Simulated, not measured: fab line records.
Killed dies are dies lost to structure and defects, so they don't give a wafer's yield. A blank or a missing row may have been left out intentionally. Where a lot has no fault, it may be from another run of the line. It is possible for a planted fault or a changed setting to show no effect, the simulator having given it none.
Chamber matching    flow gf180mcu    pecvd-01 running GF_PASSIVATION_CVD_02: 3 sister chambers
The step deposits Si3N4, target thk 700 nm, time 486.18 s. 3 wafers are shown with their chamber, then 12 later ones without.

== WAFERS PAIRED WITH THEIR CHAMBERS ==
wafer   chamber  heater_power_w (W)
L089.1  0        785
L089.2  1        655
L089.3  2        756

== WAFERS MISSING THEIR CHAMBER ==
wafer   heater_power_w (W)
L091.2  723
L091.3  746
L091.6  742
L093.1  789
L093.2  852
L093.5  756
L095.1  798
L095.5  822
L095.6  715
L097.2  614
L097.4  674
L097.5  813

== WHICH CHAMBER EACH WENT THROUGH ==
wafer   from the rows above           in truth
L091.2  can't be placed: 2 or 0 or 1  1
L091.3  can't be placed: 2 or 0       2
L091.6  can't be placed: 2 or 0       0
L093.1  can't be placed: 0 or 2       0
L093.2  can't be placed: 0 or 2       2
L093.5  can't be placed: 2 or 0       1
L095.1  can't be placed: 0 or 2       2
L095.5  can't be placed: 0 or 2       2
L095.6  can't be placed: 2 or 1 or 0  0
L097.2  1                             1
L097.4  can't be placed: 1 or 2       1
L097.5  can't be placed: 0 or 2       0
1 of 12 placed correctly. Not placeable from these rows: 11 (in 10, the candidates include the true chamber). Wrongly placed: 0.
How it was worked out, from the rows above alone: a wafer's distance from a chamber is the root of the sum, over the readings, of the square of ((its reading less the chamber's mean) divided by the reading's scatter). If the next closest chamber is less than 2 further off than the closest, the wafer can't be placed; otherwise it belongs to the closest. For every chamber, the mean is computed from those of its wafers that are shown. The scatter: root of mean squared gap, hidden wafer to nearest shown wafer, with one shown wafer a chamber.
